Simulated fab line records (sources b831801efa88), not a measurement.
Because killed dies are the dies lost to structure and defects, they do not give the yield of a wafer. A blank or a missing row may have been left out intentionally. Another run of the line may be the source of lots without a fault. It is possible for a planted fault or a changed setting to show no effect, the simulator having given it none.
fab line records :: flow sky130 :: part 2 of 2: steps 24 to 33 of 33
record
  lots=5
  wafers=15
  lastDay=49
route steps=708 shown METAL3@556 VIA3@573
lots that met no fault: from a run of the same line without faults
startH: start of the lot's first displayed wafer, in hours after the record's first day :: waitH: hours since the lot's step before :: " identical to the entry in the row above :: L1.1+2: one row covering several wafers at once :: - no value present, or no start provided :: * or withheld: withheld :: < > ~ a bound
route shown NAME@n: NAME is a module with steps in the file, n the number in the route of the first one :: usual: mean/standard deviation of fault-free wafers :: same: alike in all rows :: chamber/n: place in a boat :: sites: per-site readings :: _std_site: how widely they spread, as a standard deviation :: _edge_site: inner sites' mean taken away from outer sites' mean :: radiusMm: for every site, how far away it sits from the centre of the wafer :: mask NAME#n: copy n :: behind: the most recent tool/chamber to have shaped the wafer :: hold: the reason the lot was held/the length of the hold in hours/how it ended :: device: which transistor (n, p or np) failed to switch :: end of line: tests run on the same wafers once the route is complete :: where a step has no rows: the recipe by itself :: killed: count of dies lost to structure and defects at first sort (not the wafer's yield) :: map: the dies of a wafer, with x for killed, . for not killed, _ for no die there
set.NAME: the setting that was run; set.NAME@STEP: the one run at that earlier step :: model.NAME: the simulator's own value behind a step, which no gauge read
lots seen at some steps along the route; tables by step, rows by wafer
services: a tool's chamber out of use, with start hour (startH, from the record's first day; less than 0 if before it), hours out, and reason
## steps
# step SKY_VIA3_COAT_06
# recipe
  resist=BARC
  tempC=withheld
  timeS=withheld
  spinRpm=3000
  resistThkNm=60
# usual
  exhaustPa=45.0/0.92
lot.wafer: L075.4
tool: lithoTrack-03
chamber: 0
startH: 939.41
waitH: 0.1
exhaustPa: 45.3

lot.wafer: L075.5
tool: lithoTrack-03
chamber: 0
startH: 939.41
waitH: 0.1
exhaustPa: 45.0

lot.wafer: L075.6
tool: lithoTrack-03
chamber: 0
startH: 939.41
waitH: 0.1
exhaustPa: 43.9

lot.wafer: L078.1
tool: lithoTrack-03
chamber: 0
startH: 961.63
waitH: 0.1
exhaustPa: 44.2

lot.wafer: L078.5
tool: lithoTrack-03
chamber: 0
startH: 961.63
waitH: 0.1
exhaustPa: 46.0

lot.wafer: L078.6
tool: lithoTrack-03
chamber: 0
startH: 961.63
waitH: 0.1
exhaustPa: 44.5

lot.wafer: L079.2
tool: lithoTrack-02
chamber: 0
startH: 963.19
waitH: 0.1
exhaustPa: 45.8

lot.wafer: L079.4
tool: lithoTrack-02
chamber: 0
startH: 963.19
waitH: 0.1
exhaustPa: 46.4

lot.wafer: L079.5
tool: lithoTrack-02
chamber: 0
startH: 963.19
waitH: 0.1
exhaustPa: 45.9

lot.wafer: L086.1
tool: lithoTrack-02
chamber: 0
startH: 1021.42
waitH: 0.1
exhaustPa: 45.5

lot.wafer: L086.2
tool: lithoTrack-02
chamber: 0
startH: 1021.42
waitH: 0.1
exhaustPa: 46.0

lot.wafer: L086.5
tool: lithoTrack-02
chamber: 0
startH: 1021.42
waitH: 0.1
exhaustPa: 46.3

lot.wafer: L089.1
tool: lithoTrack-02
chamber: 0
startH: 1028.27
waitH: 0.1
exhaustPa: 45.6

lot.wafer: L089.3
tool: lithoTrack-02
chamber: 0
startH: 1028.27
waitH: 0.1
exhaustPa: 45.9

lot.wafer: L089.5
tool: lithoTrack-02
chamber: 0
startH: 1028.27
waitH: 0.1
exhaustPa: 43.7
# step SKY_VIA3_COAT_07
# recipe
  resist=KrF-thick
  spinRpm=3000
  resistThkNm=450
# usual
  exhaustPa=45.1/0.86
lot.wafer: L075.4
tool: lithoTrack-03
chamber: 0
startH: -
waitH: -
exhaustPa: 44.9

lot.wafer: L075.5
tool: lithoTrack-03
chamber: 0
startH: -
waitH: -
exhaustPa: 44.4

lot.wafer: L075.6
tool: lithoTrack-03
chamber: 0
startH: -
waitH: -
exhaustPa: 45.4

lot.wafer: L078.1
tool: lithoTrack-03
chamber: 0
startH: -
waitH: -
exhaustPa: 46.7

lot.wafer: L078.5
tool: lithoTrack-03
chamber: 0
startH: -
waitH: -
exhaustPa: 44.5

lot.wafer: L078.6
tool: lithoTrack-03
chamber: 0
startH: -
waitH: -
exhaustPa: 45.2

lot.wafer: L079.2
tool: lithoTrack-02
chamber: 0
startH: -
waitH: -
exhaustPa: 45.0

lot.wafer: L079.4
tool: lithoTrack-02
chamber: 0
startH: -
waitH: -
exhaustPa: 44.6

lot.wafer: L079.5
tool: lithoTrack-02
chamber: 0
startH: -
waitH: -
exhaustPa: 44.7

lot.wafer: L086.1
tool: lithoTrack-02
chamber: 0
startH: -
waitH: -
exhaustPa: 44.3

lot.wafer: L086.2
tool: lithoTrack-02
chamber: 0
startH: -
waitH: -
exhaustPa: 44.7

lot.wafer: L086.5
tool: lithoTrack-02
chamber: 0
startH: -
waitH: -
exhaustPa: 45.1

lot.wafer: L089.1
tool: lithoTrack-02
chamber: 0
startH: -
waitH: -
exhaustPa: 45.2

lot.wafer: L089.3
tool: lithoTrack-02
chamber: 0
startH: -
waitH: -
exhaustPa: 45.6

lot.wafer: L089.5
tool: lithoTrack-02
chamber: 0
startH: -
waitH: -
exhaustPa: 44.6
# step SKY_VIA3_SOFTBAKE_08
# recipe
  tempC=100
  timeS=90
  resist=KrF-thick
# usual
  exhaustPa=45.0/0.89
lot.wafer: L075.4
tool: lithoTrack-03
chamber: 0
startH: -
waitH: -
exhaustPa: 44.0

lot.wafer: L075.5
tool: lithoTrack-03
chamber: 0
startH: -
waitH: -
exhaustPa: 44.6

lot.wafer: L075.6
tool: lithoTrack-03
chamber: 0
startH: -
waitH: -
exhaustPa: 44.6

lot.wafer: L078.1
tool: lithoTrack-03
chamber: 0
startH: -
waitH: -
exhaustPa: 45.6

lot.wafer: L078.5
tool: lithoTrack-03
chamber: 0
startH: -
waitH: -
exhaustPa: 44.9

lot.wafer: L078.6
tool: lithoTrack-03
chamber: 0
startH: -
waitH: -
exhaustPa: 45.7

lot.wafer: L079.2
tool: lithoTrack-02
chamber: 0
startH: -
waitH: -
exhaustPa: 44.6

lot.wafer: L079.4
tool: lithoTrack-02
chamber: 0
startH: -
waitH: -
exhaustPa: 43.7

lot.wafer: L079.5
tool: lithoTrack-02
chamber: 0
startH: -
waitH: -
exhaustPa: 43.9

lot.wafer: L086.1
tool: lithoTrack-02
chamber: 0
startH: -
waitH: -
exhaustPa: 43.7

lot.wafer: L086.2
tool: lithoTrack-02
chamber: 0
startH: -
waitH: -
exhaustPa: 44.9

lot.wafer: L086.5
tool: lithoTrack-02
chamber: 0
startH: -
waitH: -
exhaustPa: 43.0

lot.wafer: L089.1
tool: lithoTrack-02
chamber: 0
startH: -
waitH: -
exhaustPa: 46.5

lot.wafer: L089.3
tool: lithoTrack-02
chamber: 0
startH: -
waitH: -
exhaustPa: 44.4

lot.wafer: L089.5
tool: lithoTrack-02
chamber: 0
startH: -
waitH: -
exhaustPa: 44.7
# step SKY_VIA3_EXPOSE_09
# recipe
  maskId=VIM3
  na=0.8
  sourceShape=annular
  sigmaInner=0.55
  sigmaOuter=0.85
  targetCdNm=200
  doseMj=38
# usual
  exposureDoseMJCm2=37.93/0.041
  focusOffsetNm=-0.2/0.53
  reticleTempC=23.01/0.094
  stageVelMmS=499.99/0.28
# same
  sigmaOuter=0.85
lot.wafer: L075.4
tool: krfScanner-02
chamber: 0
startH: -
waitH: -
mask: VIM3#0
exposureDoseMJCm2: 37.95
focusOffsetNm: -0.1
reticleTempC: 23.14
stageVelMmS: 499.63

lot.wafer: L075.5
tool: krfScanner-02
chamber: 0
startH: -
waitH: -
mask: VIM3#0
exposureDoseMJCm2: 37.90
focusOffsetNm: -0.2
reticleTempC: 23.16
stageVelMmS: 499.85

lot.wafer: L075.6
tool: krfScanner-02
chamber: 0
startH: -
waitH: -
mask: VIM3#0
exposureDoseMJCm2: 37.93
focusOffsetNm: -0.4
reticleTempC: 23.04
stageVelMmS: 499.63

lot.wafer: L078.1
tool: krfScanner-02
chamber: 0
startH: -
waitH: -
mask: VIM3#0
exposureDoseMJCm2: 37.97
focusOffsetNm: -0.8
reticleTempC: 22.93
stageVelMmS: 500.01

lot.wafer: L078.5
tool: krfScanner-02
chamber: 0
startH: -
waitH: -
mask: VIM3#0
exposureDoseMJCm2: 38.00
focusOffsetNm: -0.4
reticleTempC: 22.99
stageVelMmS: 500.10

lot.wafer: L078.6
tool: krfScanner-02
chamber: 0
startH: -
waitH: -
mask: VIM3#0
exposureDoseMJCm2: 37.98
focusOffsetNm: -0.8
reticleTempC: 23.10
stageVelMmS: 500.07

lot.wafer: L079.2
tool: krfScanner-02
chamber: 0
startH: -
waitH: -
mask: VIM3#0
exposureDoseMJCm2: 37.94
focusOffsetNm: -1.3
reticleTempC: 22.81
stageVelMmS: 500.04

lot.wafer: L079.4
tool: krfScanner-02
chamber: 0
startH: -
waitH: -
mask: VIM3#0
exposureDoseMJCm2: 37.95
focusOffsetNm: -1.6
reticleTempC: 22.98
stageVelMmS: 500.12

lot.wafer: L079.5
tool: krfScanner-02
chamber: 0
startH: -
waitH: -
mask: VIM3#0
exposureDoseMJCm2: 37.96
focusOffsetNm: -0.4
reticleTempC: 22.94
stageVelMmS: 500.52

lot.wafer: L086.1
tool: krfScanner-01
chamber: 0
startH: -
waitH: -
mask: VIM3#0
exposureDoseMJCm2: 37.90
focusOffsetNm: -1.0
reticleTempC: 22.99
stageVelMmS: 500.11

lot.wafer: L086.2
tool: krfScanner-01
chamber: 0
startH: -
waitH: -
mask: VIM3#0
exposureDoseMJCm2: 37.90
focusOffsetNm: 0.3
reticleTempC: 23.00
stageVelMmS: 499.43

lot.wafer: L086.5
tool: krfScanner-01
chamber: 0
startH: -
waitH: -
mask: VIM3#0
exposureDoseMJCm2: 37.86
focusOffsetNm: 0.1
reticleTempC: 23.05
stageVelMmS: 499.44

lot.wafer: L089.1
tool: krfScanner-02
chamber: 0
startH: -
waitH: -
mask: VIM3#0
exposureDoseMJCm2: 37.95
focusOffsetNm: 0.1
reticleTempC: 22.95
stageVelMmS: 499.65

lot.wafer: L089.3
tool: krfScanner-02
chamber: 0
startH: -
waitH: -
mask: VIM3#0
exposureDoseMJCm2: 37.91
focusOffsetNm: -0.1
reticleTempC: 22.99
stageVelMmS: 499.61

lot.wafer: L089.5
tool: krfScanner-02
chamber: 0
startH: -
waitH: -
mask: VIM3#0
exposureDoseMJCm2: 37.96
focusOffsetNm: -0.1
reticleTempC: 22.95
stageVelMmS: 499.13
# step SKY_VIA3_PEB_10
# recipe
  pebTempC=withheld
  pebTimeS=withheld
  resist=KrF-thick
# usual
  exhaustPa=44.9/0.94
lot.wafer: L075.4
tool: lithoTrack-02
chamber: 0
startH: -
waitH: -
exhaustPa: 47.2

lot.wafer: L075.5
tool: lithoTrack-02
chamber: 0
startH: -
waitH: -
exhaustPa: 45.8

lot.wafer: L075.6
tool: lithoTrack-02
chamber: 0
startH: -
waitH: -
exhaustPa: 45.4

lot.wafer: L078.1
tool: lithoTrack-02
chamber: 0
startH: -
waitH: -
exhaustPa: 43.7

lot.wafer: L078.5
tool: lithoTrack-02
chamber: 0
startH: -
waitH: -
exhaustPa: 43.5

lot.wafer: L078.6
tool: lithoTrack-02
chamber: 0
startH: -
waitH: -
exhaustPa: 44.0

lot.wafer: L079.2
tool: lithoTrack-03
chamber: 0
startH: -
waitH: -
exhaustPa: 45.1

lot.wafer: L079.4
tool: lithoTrack-03
chamber: 0
startH: -
waitH: -
exhaustPa: 44.8

lot.wafer: L079.5
tool: lithoTrack-03
chamber: 0
startH: -
waitH: -
exhaustPa: 45.3

lot.wafer: L086.1
tool: lithoTrack-01
chamber: 0
startH: -
waitH: -
exhaustPa: 44.3

lot.wafer: L086.2
tool: lithoTrack-01
chamber: 0
startH: -
waitH: -
exhaustPa: 44.4

lot.wafer: L086.5
tool: lithoTrack-01
chamber: 0
startH: -
waitH: -
exhaustPa: 44.9

lot.wafer: L089.1
tool: lithoTrack-03
chamber: 0
startH: -
waitH: -
exhaustPa: 45.6

lot.wafer: L089.3
tool: lithoTrack-03
chamber: 0
startH: -
waitH: -
exhaustPa: 45.8

lot.wafer: L089.5
tool: lithoTrack-03
chamber: 0
startH: -
waitH: -
exhaustPa: 46.0
# step SKY_VIA3_DEVELOP_11
# recipe
  developTimeS=60
  resist=KrF-thick
  devTempC=21
# usual
  exhaustPa=45.1/0.85
# same
  developTimeS=60
lot.wafer: L075.4
tool: lithoTrack-02
chamber: 0
startH: -
waitH: -
exhaustPa: 44.6

lot.wafer: L075.5
tool: lithoTrack-02
chamber: 0
startH: -
waitH: -
exhaustPa: 45.1

lot.wafer: L075.6
tool: lithoTrack-02
chamber: 0
startH: -
waitH: -
exhaustPa: 44.5

lot.wafer: L078.1
tool: lithoTrack-02
chamber: 0
startH: -
waitH: -
exhaustPa: 46.4

lot.wafer: L078.5
tool: lithoTrack-02
chamber: 0
startH: -
waitH: -
exhaustPa: 44.7

lot.wafer: L078.6
tool: lithoTrack-02
chamber: 0
startH: -
waitH: -
exhaustPa: 46.2

lot.wafer: L079.2
tool: lithoTrack-03
chamber: 0
startH: -
waitH: -
exhaustPa: 44.5

lot.wafer: L079.4
tool: lithoTrack-03
chamber: 0
startH: -
waitH: -
exhaustPa: 44.2

lot.wafer: L079.5
tool: lithoTrack-03
chamber: 0
startH: -
waitH: -
exhaustPa: 44.2

lot.wafer: L086.1
tool: lithoTrack-01
chamber: 0
startH: -
waitH: -
exhaustPa: 45.4

lot.wafer: L086.2
tool: lithoTrack-01
chamber: 0
startH: -
waitH: -
exhaustPa: 46.2

lot.wafer: L086.5
tool: lithoTrack-01
chamber: 0
startH: -
waitH: -
exhaustPa: 45.1

lot.wafer: L089.1
tool: lithoTrack-03
chamber: 0
startH: -
waitH: -
exhaustPa: 44.5

lot.wafer: L089.3
tool: lithoTrack-03
chamber: 0
startH: -
waitH: -
exhaustPa: 45.4

lot.wafer: L089.5
tool: lithoTrack-03
chamber: 0
startH: -
waitH: -
exhaustPa: 44.5
# step SKY_VIA3_CD_MEAS_12
# recipe
  targetCdNm=200
# usual
  cdNm=200.0/1.1
lot.wafer: L075.4
tool: cdSem-02
chamber: -
startH: 951.73
waitH: -
cdNm: 200.7

lot.wafer: L075.5
tool: cdSem-02
chamber: -
startH: 951.73
waitH: -
cdNm: 199.9

lot.wafer: L075.6
tool: cdSem-02
chamber: -
startH: 951.73
waitH: -
cdNm: 200.2

lot.wafer: L078.1
tool: cdSem-02
chamber: -
startH: 973.92
waitH: -
cdNm: 201.2

lot.wafer: L078.5
tool: cdSem-02
chamber: -
startH: 973.92
waitH: -
cdNm: 201.7

lot.wafer: L078.6
tool: cdSem-02
chamber: -
startH: 973.92
waitH: -
cdNm: 202.7

lot.wafer: L079.2
tool: cdSem-02
chamber: -
startH: 975.16
waitH: -
cdNm: 200.5

lot.wafer: L079.4
tool: cdSem-02
chamber: -
startH: 975.16
waitH: -
cdNm: 200.2

lot.wafer: L079.5
tool: cdSem-02
chamber: -
startH: 975.16
waitH: -
cdNm: 202.0

lot.wafer: L086.1
tool: cdSem-02
chamber: -
startH: 1033.54
waitH: -
cdNm: 197.5

lot.wafer: L086.2
tool: cdSem-02
chamber: -
startH: 1033.54
waitH: -
cdNm: 197.2

lot.wafer: L086.5
tool: cdSem-02
chamber: -
startH: 1033.54
waitH: -
cdNm: 196.6

lot.wafer: L089.1
tool: cdSem-02
chamber: -
startH: 1040.29
waitH: -
cdNm: 199.4

lot.wafer: L089.3
tool: cdSem-02
chamber: -
startH: 1040.29
waitH: -
cdNm: 200.5

lot.wafer: L089.5
tool: cdSem-02
chamber: -
startH: 1040.29
waitH: -
cdNm: 199.0
# step SKY_VIA3_OVL_MEAS_13
# usual
  VIA3_OVL=-4/5.2
lot.wafer: L075.4
tool: overlay-01
chamber: -
startH: 951.80
waitH: 0.1
VIA3_OVL[nm]: -10

lot.wafer: L075.5
tool: overlay-01
chamber: -
startH: 951.80
waitH: 0.1
VIA3_OVL[nm]: -8

lot.wafer: L075.6
tool: overlay-01
chamber: -
startH: 951.80
waitH: 0.1
VIA3_OVL[nm]: -3

lot.wafer: L078.1
tool: overlay-01
chamber: -
startH: 974.04
waitH: 0.1
VIA3_OVL[nm]: -7

lot.wafer: L078.5
tool: overlay-01
chamber: -
startH: 974.04
waitH: 0.1
VIA3_OVL[nm]: -7

lot.wafer: L078.6
tool: overlay-01
chamber: -
startH: 974.04
waitH: 0.1
VIA3_OVL[nm]: -10

lot.wafer: L079.2
tool: overlay-01
chamber: -
startH: 975.26
waitH: 0.1
VIA3_OVL[nm]: -15

lot.wafer: L079.4
tool: overlay-01
chamber: -
startH: 975.26
waitH: 0.1
VIA3_OVL[nm]: -16

lot.wafer: L079.5
tool: overlay-01
chamber: -
startH: 975.26
waitH: 0.1
VIA3_OVL[nm]: -17

lot.wafer: L086.1
tool: overlay-02
chamber: -
startH: 1033.66
waitH: 0.1
VIA3_OVL[nm]: -3

lot.wafer: L086.2
tool: overlay-02
chamber: -
startH: 1033.66
waitH: 0.1
VIA3_OVL[nm]: -2

lot.wafer: L086.5
tool: overlay-02
chamber: -
startH: 1033.66
waitH: 0.1
VIA3_OVL[nm]: -8

lot.wafer: L089.1
tool: overlay-01
chamber: -
startH: 1040.41
waitH: 0.1
VIA3_OVL[nm]: -5

lot.wafer: L089.3
tool: overlay-01
chamber: -
startH: 1040.41
waitH: 0.1
VIA3_OVL[nm]: -7

lot.wafer: L089.5
tool: overlay-01
chamber: -
startH: 1040.41
waitH: 0.1
VIA3_OVL[nm]: -7
# step SKY_VIA3_ETCH_14
# recipe
  chemistry=N2/H2
  target=BARC
  ionEnergyEv=200
  sourceW=500
  biasW=100
  pressureMtorr=30
  n2FlowSccm=100
  h2FlowSccm=200
  stopOn=SiO2
  timeS=45.9
  targetDepthA=600
# usual
  drypumpMotorCurrentA=5.8/0.61
  oesProductAu=0.855/0.005
  throttleValvePct=13.225/0.0087
lot.wafer: L075.4
tool: rieDiel-02
chamber: 3
startH: 951.82
waitH: 0.0
drypumpMotorCurrentA: 5.7
oesProductAu: 0.853
rfHoursCounterH: 5
throttleValvePct: 13.214

lot.wafer: L075.5
tool: rieDiel-02
chamber: 0
startH: 951.82
waitH: 0.0
drypumpMotorCurrentA: 6.5
oesProductAu: 0.855
rfHoursCounterH: -
throttleValvePct: 13.232

lot.wafer: L075.6
tool: rieDiel-02
chamber: 3
startH: 951.82
waitH: 0.0
drypumpMotorCurrentA: 5.7
oesProductAu: 0.850
rfHoursCounterH: -
throttleValvePct: 13.223

lot.wafer: L078.1
tool: rieDiel-02
chamber: 2
startH: 974.07
waitH: 0.0
drypumpMotorCurrentA: 5.0
oesProductAu: 0.840
rfHoursCounterH: 25
throttleValvePct: 13.231

lot.wafer: L078.5
tool: rieDiel-02
chamber: 0
startH: 974.07
waitH: 0.0
drypumpMotorCurrentA: 6.6
oesProductAu: 0.850
rfHoursCounterH: -
throttleValvePct: 13.233

lot.wafer: L078.6
tool: rieDiel-02
chamber: 3
startH: 974.07
waitH: 0.0
drypumpMotorCurrentA: 5.8
oesProductAu: 0.847
rfHoursCounterH: -
throttleValvePct: 13.216

lot.wafer: L079.2
tool: rieDiel-03
chamber: 0
startH: 975.29
waitH: 0.0
drypumpMotorCurrentA: 6.8
oesProductAu: 0.853
rfHoursCounterH: 21
throttleValvePct: 13.209

lot.wafer: L079.4
tool: rieDiel-03
chamber: 1
startH: 975.29
waitH: 0.0
drypumpMotorCurrentA: 5.8
oesProductAu: 0.857
rfHoursCounterH: 6
throttleValvePct: 13.231

lot.wafer: L079.5
tool: rieDiel-03
chamber: 3
startH: 975.29
waitH: 0.0
drypumpMotorCurrentA: 5.6
oesProductAu: 0.855
rfHoursCounterH: -
throttleValvePct: 13.217

lot.wafer: L086.1
tool: rieDiel-03
chamber: 3
startH: 1033.69
waitH: 0.0
drypumpMotorCurrentA: 5.6
oesProductAu: 0.858
rfHoursCounterH: 5
throttleValvePct: 13.225

lot.wafer: L086.2
tool: rieDiel-03
chamber: 1
startH: 1033.69
waitH: 0.0
drypumpMotorCurrentA: 5.8
oesProductAu: 0.858
rfHoursCounterH: 8
throttleValvePct: 13.226

lot.wafer: L086.5
tool: rieDiel-03
chamber: 1
startH: 1033.69
waitH: 0.0
drypumpMotorCurrentA: 5.8
oesProductAu: 0.859
rfHoursCounterH: -
throttleValvePct: 13.229

lot.wafer: L089.1
tool: rieDiel-01
chamber: 3
startH: 1040.44
waitH: 0.0
drypumpMotorCurrentA: 5.2
oesProductAu: 0.855
rfHoursCounterH: 11
throttleValvePct: 13.213

lot.wafer: L089.3
tool: rieDiel-01
chamber: 1
startH: 1040.44
waitH: 0.0
drypumpMotorCurrentA: 4.8
oesProductAu: 0.856
rfHoursCounterH: 11
throttleValvePct: 13.227

lot.wafer: L089.5
tool: rieDiel-01
chamber: 3
startH: 1040.44
waitH: 0.0
drypumpMotorCurrentA: 5.3
oesProductAu: 0.855
rfHoursCounterH: -
throttleValvePct: 13.207
# step SKY_VIA3_ETCH_15
# recipe
  target=SiO2
  chemistry=C4F8/O2/Ar
  targetDepthNm=507
  stopOn=TiN
  maskMaterial=KrF-thick
  sourceW=1500
  biasW=1200
  pressureMtorr=40
  c4f8FlowSccm=withheld
  O2_flow_sccm=6
  Ar_flow_sccm=300
  timeS=78
# usual
  oesProductAu=0.945/0.0048
lot.wafer: L075.4
tool: rieDiel-02
chamber: 3
startH: 951.86
waitH: 0.0
oesProductAu: 0.942
rfHoursCounterH: 5

lot.wafer: L075.5
tool: rieDiel-02
chamber: 0
startH: 951.86
waitH: 0.0
oesProductAu: 0.947
rfHoursCounterH: -

lot.wafer: L075.6
tool: rieDiel-02
chamber: 3
startH: 951.86
waitH: 0.0
oesProductAu: 0.952
rfHoursCounterH: -

lot.wafer: L078.1
tool: rieDiel-02
chamber: 2
startH: 974.11
waitH: 0.0
oesProductAu: 0.949
rfHoursCounterH: 25

lot.wafer: L078.5
tool: rieDiel-02
chamber: 0
startH: 974.11
waitH: 0.0
oesProductAu: 0.949
rfHoursCounterH: -

lot.wafer: L078.6
tool: rieDiel-02
chamber: 3
startH: 974.11
waitH: 0.0
oesProductAu: 0.943
rfHoursCounterH: -

lot.wafer: L079.2
tool: rieDiel-03
chamber: 0
startH: 975.33
waitH: 0.0
oesProductAu: 0.947
rfHoursCounterH: 21

lot.wafer: L079.4
tool: rieDiel-03
chamber: 1
startH: 975.33
waitH: 0.0
oesProductAu: 0.948
rfHoursCounterH: 6

lot.wafer: L079.5
tool: rieDiel-03
chamber: 3
startH: 975.33
waitH: 0.0
oesProductAu: 0.935
rfHoursCounterH: -

lot.wafer: L086.1
tool: rieDiel-03
chamber: 3
startH: 1033.73
waitH: 0.0
oesProductAu: 0.942
rfHoursCounterH: 5

lot.wafer: L086.2
tool: rieDiel-03
chamber: 1
startH: 1033.73
waitH: 0.0
oesProductAu: 0.938
rfHoursCounterH: 8

lot.wafer: L086.5
tool: rieDiel-03
chamber: 1
startH: 1033.73
waitH: 0.0
oesProductAu: 0.955
rfHoursCounterH: -

lot.wafer: L089.1
tool: rieDiel-01
chamber: 3
startH: 1040.48
waitH: 0.0
oesProductAu: 0.948
rfHoursCounterH: 11

lot.wafer: L089.3
tool: rieDiel-01
chamber: 1
startH: 1040.48
waitH: 0.0
oesProductAu: 0.950
rfHoursCounterH: 11

lot.wafer: L089.5
tool: rieDiel-01
chamber: 3
startH: 1040.48
waitH: 0.0
oesProductAu: 0.949
rfHoursCounterH: -
## services
tool: krfScanner-01
chamber: -
startH: 893.02
hours: 0.4
kind: repair

tool: hdpcvd-01
chamber: -
startH: 902.25
hours: 0.3
kind: repair

tool: krfScanner-02
chamber: -
startH: 902.78
hours: 1.3
kind: pm

tool: krfScanner-02
chamber: -
startH: 905.39
hours: 0.8
kind: pm

tool: hdpcvd-01
chamber: 0
startH: 914.55
hours: 2.2
kind: repair

tool: rieDiel-03
chamber: 2
startH: 921.11
hours: 1.9
kind: repair

tool: krfScanner-01
chamber: -
startH: 928.70
hours: 1.3
kind: pm

tool: rieMetal-03
chamber: -
startH: 930.55
hours: 14.6
kind: pm

tool: rieDiel-01
chamber: 3
startH: 939.99
hours: 4.2
kind: repair

tool: krfScanner-02
chamber: -
startH: 950.36
hours: 0.6
kind: repair

tool: cmp-02
chamber: -
startH: 953.87
hours: 1.1
kind: repair

tool: hdpcvd-01
chamber: -
startH: 976.86
hours: 6.0
kind: pm

tool: rieDiel-02
chamber: 0
startH: 977.53
hours: 2.9
kind: repair

tool: krfScanner-01
chamber: -
startH: 978.81
hours: 1.0
kind: pm

tool: cmp-02
chamber: -
startH: 980.36
hours: 0.3
kind: repair

tool: hdpcvd-01
chamber: -
startH: 982.86
hours: 14.6
kind: pm

tool: cmp-02
chamber: -
startH: 994.34
hours: 8.3
kind: repair

tool: krfScanner-01
chamber: -
startH: 1005.27
hours: 0.8
kind: pm

tool: rieMetal-02
chamber: 1
startH: 1008.98
hours: 14.2
kind: repair

tool: krfScanner-02
chamber: -
startH: 1010.08
hours: 1.0
kind: pm

tool: krfScanner-01
chamber: -
startH: 1021.25
hours: 0.5
kind: repair

tool: krfScanner-02
chamber: -
startH: 1022.05
hours: 6.3
kind: repair

tool: rieMetal-02
chamber: 0
startH: 1023.51
hours: 12.7
kind: repair

tool: rieDiel-01
chamber: 0
startH: 1038.02
hours: 4.0
kind: repair
